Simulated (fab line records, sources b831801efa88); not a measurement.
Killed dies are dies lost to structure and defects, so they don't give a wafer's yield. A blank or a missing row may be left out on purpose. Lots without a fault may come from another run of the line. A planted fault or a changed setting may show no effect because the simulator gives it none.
fab line records | flow gf180mcu
record lots=14 wafers=42 last_day=34
route steps=602 shown NSD@247 SALICIDE@280 CONTACT@292
lots that met no fault: from a run of the same line without faults
start_h: hours from the record's first day to the start of the lot's first wafer shown | wait_h: hours since the lot's step before | " the same as in the row above | L1.1+2: a row that stands for several wafers | - no value, or no start given | * or withheld: withheld | < > ~ a bound
route shown NAME@n: a module of which the file shows steps, and the number in the route of the first | usual: mean/standard deviation of fault-free wafers | same: alike in all rows | chamber/n: place in a boat | sites: the reading at each site | _std_site: their standard deviation | _edge_site: outer sites' mean less inner sites' | radius_mm: how far each site lies from the wafer's centre | mask NAME#n: copy n | behind: the tool/chamber that last shaped the wafer | hold: why the lot was held/for how many hours/how that ended | device: the transistor (n, p or np) that didn't switch | end of line: the same wafers' tests at the end of the route | a step without rows: its recipe alone | killed: dies lost to structure and defects at the first sort, not the wafer's yield | map: a wafer's dies, x killed, . not, _ none there
set.NAME: the setting as run; set.NAME@STEP: as run at that earlier step | model.NAME: the simulator's own value behind a step, which no gauge read
steps of the route over a sample of lots; a table a step, a row a wafer
services: from which hour (start_h, from the record's first day; less than 0 if before it) a tool's chamber was out of use, for how many hours, and why
## steps
# step GF_NSD_TW_MEAS_12
# usual NSD_TW=4275/27
# columns lot.wafer tool chamber start_h wait_h NSD_TW
L311.3 film_metro-04 - 303.81 0.1 4263
L311.4 " - " " 4285
L311.6 " - " " 4252
L312.2 film_metro-03 - 311.91 0.1 4324
L312.3 " - " " 4301
L312.6 " - " " 4301
L313.1 film_metro-04 - 328.64 0.1 4271
L313.2 " - " " 4281
L313.5 " - " " 4280
L314.2 film_metro-03 - 337.91 0.1 4287
L314.3 " - " " 4286
L314.6 " - " " 4302
L315.1 film_metro-03 - 341.55 0.1 4287
L315.4 " - " " 4273
L315.6 " - " " 4315
L316.1 film_metro-03 - 345.97 0.1 4280
L316.3 " - " " 4289
L316.5 " - " " 4299
L317.1 film_metro-01 - 359.12 0.1 4344
L317.2 " - " " 4312
L317.3 " - " " 4308
L318.1 film_metro-01 - 368.94 0.1 4250
L318.4 " - " " 4268
L318.6 " - " " 4229
L319.4 film_metro-03 - 377.98 0.1 4293
L319.5 " - " " 4290
L319.6 " - " " 4284
L321.2 film_metro-01 - 385.51 0.1 4257
L321.3 " - " " 4260
L321.5 " - " " 4260
L323.1 film_metro-04 - 405.81 0.1 4267
L323.4 " - " " 4235
L323.6 " - " " 4258
L330.2 film_metro-04 - 461.77 0.1 4235
L330.5 " - " " 4229
L330.6 " - " " 4237
L331.2 film_metro-04 - 473.59 0.1 4260
L331.5 " - " " 4243
L331.6 " - " " 4267
L332.1 film_metro-03 - 477.43 0.1 4252
L332.3 " - " " 4295
L332.5 " - " " 4294
# step GF_SALICIDE_SPUTTER_02
# recipe material=Co target_thk_nm=10 power_w=1000 time_s=20 chamber_pressure_pa=0.4
# usual throttle_valve_pct=30.2/0.86
# columns lot.wafer tool chamber start_h wait_h throttle_valve_pct
L311.3 pvd_sputter-02 - 346.96 0.0 29.8
L311.4 " - " " 30.5
L311.6 " - " " 30.2
L312.2 pvd_sputter-03 - 354.95 0.0 31.4
L312.3 " - " " 29.8
L312.6 " - " " 30.2
L313.1 pvd_sputter-01 - 373.97 0.0 29.6
L313.2 " - " " 28.9
L313.5 " - " " 29.8
L314.2 pvd_sputter-01 - 383.80 0.0 29.8
L314.3 " - " " 29.9
L314.6 " - " " 29.1
L315.1 pvd_sputter-01 - 386.10 0.0 29.0
L315.4 " - " " 31.4
L315.6 " - " " 29.8
L316.1 pvd_sputter-02 - 391.47 0.0 29.9
L316.3 " - " " 31.8
L316.5 " - " " 29.9
L317.1 pvd_sputter-01 - 405.47 0.0 29.1
L317.2 " - " " 29.8
L317.3 " - " " 29.5
L318.1 pvd_sputter-01 - 415.75 0.0 29.3
L318.4 " - " " 29.7
L318.6 " - " " 29.6
L319.4 pvd_sputter-01 - 423.91 0.0 29.7
L319.5 " - " " 29.8
L319.6 " - " " 29.6
L321.2 pvd_sputter-03 - 433.24 0.0 31.7
L321.3 " - " " 30.2
L321.5 " - " " 29.9
L323.1 pvd_sputter-03 - 454.85 0.0 30.5
L323.4 " - " " 30.3
L323.6 " - " " 30.0
L330.2 pvd_sputter-02 - 511.41 0.0 30.2
L330.5 " - " " 29.9
L330.6 " - " " 30.1
L331.2 pvd_sputter-03 - 522.17 0.0 31.5
L331.5 " - " " 30.1
L331.6 " - " " 29.9
L332.1 pvd_sputter-03 - 525.85 0.0 30.4
L332.3 " - " " 29.9
L332.5 " - " " 29.8
# step GF_SALICIDE_RS_MEAS_04
# recipe thk_meas_gauge=four-point-probe reads=TiN_of_SALICIDE_SPUTTER_03+Co_of_SALICIDE_SPUTTER_02
# usual SALICIDE_TIN_RS=16.1/0.34
# columns lot.wafer tool chamber start_h wait_h SALICIDE_TIN_RS[ohm/sq]
L311.3 film_metro-03 - 347.06 0.1 16.2
L311.4 " - " " 16.4
L311.6 " - " " 16.1
L312.2 film_metro-02 - 355.03 0.0 16.8
L312.3 " - " " 16.6
L312.6 " - " " 16.5
L313.1 film_metro-02 - 374.03 0.0 15.7
L313.2 " - " " 16.0
L313.5 " - " " 15.7
L314.2 film_metro-02 - 383.88 0.0 15.8
L314.3 " - " " 15.7
L314.6 " - " " 15.8
L315.1 film_metro-02 - 386.16 0.0 16.4
L315.4 " - " " 16.3
L315.6 " - " " 15.8
L316.1 film_metro-03 - 391.52 0.0 15.8
L316.3 " - " " 15.7
L316.5 " - " " 15.8
L317.1 film_metro-03 - 405.52 0.0 15.8
L317.2 " - " " 15.5
L317.3 " - " " 15.7
L318.1 film_metro-02 - 415.82 0.0 16.0
L318.4 " - " " 16.0
L318.6 " - " " 15.8
L319.4 film_metro-04 - 424.03 0.1 15.9
L319.5 " - " " 16.0
L319.6 " - " " 16.2
L321.2 film_metro-04 - 433.31 0.0 16.8
L321.3 " - " " 16.4
L321.5 " - " " 16.4
L323.1 film_metro-04 - 454.91 0.0 16.4
L323.4 " - " " 16.0
L323.6 " - " " 15.9
L330.2 film_metro-02 - 511.48 0.0 16.4
L330.5 " - " " 15.8
L330.6 " - " " 16.4
L331.2 film_metro-02 - 522.24 0.0 19.1
L331.5 " - " " 16.6
L331.6 " - " " 16.4
L332.1 film_metro-04 - 525.90 0.0 18.5
L332.3 " - " " 16.3
L332.5 " - " " 16.4
# step GF_SALICIDE_RTA_06
# recipe temp_c=530 time_s=30 ambient=N2
# usual lamp_power_pct=6.8/0.65 wafer_temp_C_max=532.7/0.75
# columns lot.wafer tool chamber start_h wait_h lamp_power_pct wafer_temp_C_max
L311.3 rtp_anneal-01 0 347.23 0.1 6.3 531.9
L311.4 " 0 " " 6.3 532.9
L311.6 " 0 " " 6.2 532.6
L312.2 rtp_anneal-01 0 355.20 0.1 6.3 532.2
L312.3 " 0 " " 6.3 532.9
L312.6 " 0 " " 6.3 533.4
L313.1 rtp_anneal-01 0 374.21 0.1 6.3 532.9
L313.2 " 0 " " 6.2 533.7
L313.5 " 0 " " 6.3 534.1
L314.2 rtp_anneal-02 0 384.05 0.1 7.6 532.3
L314.3 " 0 " " 7.6 531.5
L314.6 " 0 " " 7.6 533.0
L315.1 rtp_anneal-01 0 386.34 0.1 6.3 533.5
L315.4 " 0 " " 6.3 533.6
L315.6 " 0 " " 6.3 532.8
L316.1 rtp_anneal-02 0 391.70 0.1 7.6 531.3
L316.3 " 0 " " 7.6 531.6
L316.5 " 0 " " 7.6 532.0
L317.1 rtp_anneal-01 0 405.70 0.1 6.3 533.4
L317.2 " 0 " " 6.3 533.1
L317.3 " 0 " " 6.3 534.0
L318.1 rtp_anneal-01 0 416.00 0.1 6.2 533.8
L318.4 " 0 " " 6.3 533.6
L318.6 " 0 " " 6.3 533.0
L319.4 rtp_anneal-02 0 424.20 0.1 7.6 531.9
L319.5 " 0 " " 7.6 532.4
L319.6 " 0 " " 7.6 531.8
L321.2 rtp_anneal-01 0 433.51 0.1 6.3 533.0
L321.3 " 0 " " 6.3 532.6
L321.5 " 0 " " 6.3 532.7
L323.1 rtp_anneal-01 0 455.09 0.1 6.3 532.4
L323.4 " 0 " " 6.3 533.0
L323.6 " 0 " " 6.3 533.6
L330.2 rtp_anneal-02 0 511.66 0.1 7.6 532.6
L330.5 " 0 " " 7.6 532.8
L330.6 " 0 " " 7.6 532.7
L331.2 rtp_anneal-01 0 522.42 0.1 6.3 533.4
L331.5 " 0 " " 6.3 533.4
L331.6 " 0 " " 6.2 532.9
L332.1 rtp_anneal-02 0 526.08 0.1 7.6 532.2
L332.3 " 0 " " 7.6 533.6
L332.5 " 0 " " 7.6 532.4
# step GF_CONTACT_BOW_MEAS_05
# recipe mode=bow
# usual CONTACT_BOW=65/6.8
# columns lot.wafer tool chamber start_h wait_h CONTACT_BOW[um]
L311.3 film_metro-03 - 348.06 0.2 60
L311.4 " - " " 65
L311.6 " - " " 66
L312.2 film_metro-02 - 356.04 0.2 55
L312.3 " - " " 61
L312.6 " - " " 63
L313.1 film_metro-01 - 375.03 0.2 77
L313.2 " - " " 60
L313.5 " - " " 66
L314.2 film_metro-02 - 384.88 0.3 59
L314.3 " - " " 66
L314.6 " - " " 61
L315.1 film_metro-02 - 387.16 0.2 58
L315.4 " - " " 77
L315.6 " - " " 66
L316.1 film_metro-03 - 392.62 0.1 81
L316.3 " - " " 65
L316.5 " - " " 75
L317.1 film_metro-03 - 406.79 0.2 64
L317.2 " - " " 66
L317.3 " - " " 79
L318.1 film_metro-02 - 416.83 0.2 66
L318.4 " - " " 80
L318.6 " - " " 66
L319.4 film_metro-03 - 425.24 0.2 55
L319.5 " - " " 68
L319.6 " - " " 63
L321.2 film_metro-01 - 434.43 0.2 66
L321.3 " - " " 58
L321.5 " - " " 66
L323.1 film_metro-01 - 455.92 0.2 61
L323.4 " - " " 61
L323.6 " - " " 62
L330.2 film_metro-03 - 512.49 0.2 70
L330.5 " - " " 66
L330.6 " - " " 51
L331.2 film_metro-01 - 523.26 0.1 75
L331.5 " - " " 73
L331.6 " - " " 64
L332.1 film_metro-02 - 527.00 0.2 66
L332.3 " - " " 67
L332.5 " - " " 55
## services
# columns tool chamber start_h hours kind
pvd_sputter-02 2 394.66 - consumable_replace:kit
pvd_sputter-02 2 394.66 18.0 scheduled_down
pvd_sputter-02 2 394.66 18.0 vent_cycle
pvd_sputter-03 0 417.33 - consumable_replace:kit
pvd_sputter-03 0 417.33 18.0 scheduled_down
pvd_sputter-03 0 417.33 18.0 vent_cycle
pvd_sputter-03 - 485.76 4.1 repair
rtp_anneal-01 - 499.65 3.7 pm
## key
first_sign step=GF_SALICIDE_RS_MEAS_04 reading=SALICIDE_TIN_RS direction=up sigmas=7.9 usual=16.1 struck=18.8
effect none on later readings
met_at GF_SALICIDE_SPUTTER_02
struck_lots L331,L332
struck_wafers L331.2,L332.1
tester_left_out L331,L332
not_acting_at GF_NSD_TW_MEAS_12,GF_SALICIDE_RTA_06,GF_CONTACT_BOW_MEAS_05
onset_between 454.85 522.17
fault kind=process_parameter_drift tool=pvd_sputter-03 chamber=- onset_h=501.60 steps=GF_SALICIDE_SPUTTER_02 channel=target_thk_nm offset=-1.2319 shape=step end_h=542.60 scope=struck_wafers_only acts_in=these_recipes_only stated=10
# tester_left_out: of these lots the tester's yield and bins aren't shown, on N5 and GAA mostly nor the transistor test; their killed dies are dies lost to structure and defects alone, not to doping, threshold or leakage, so they don't give the yield
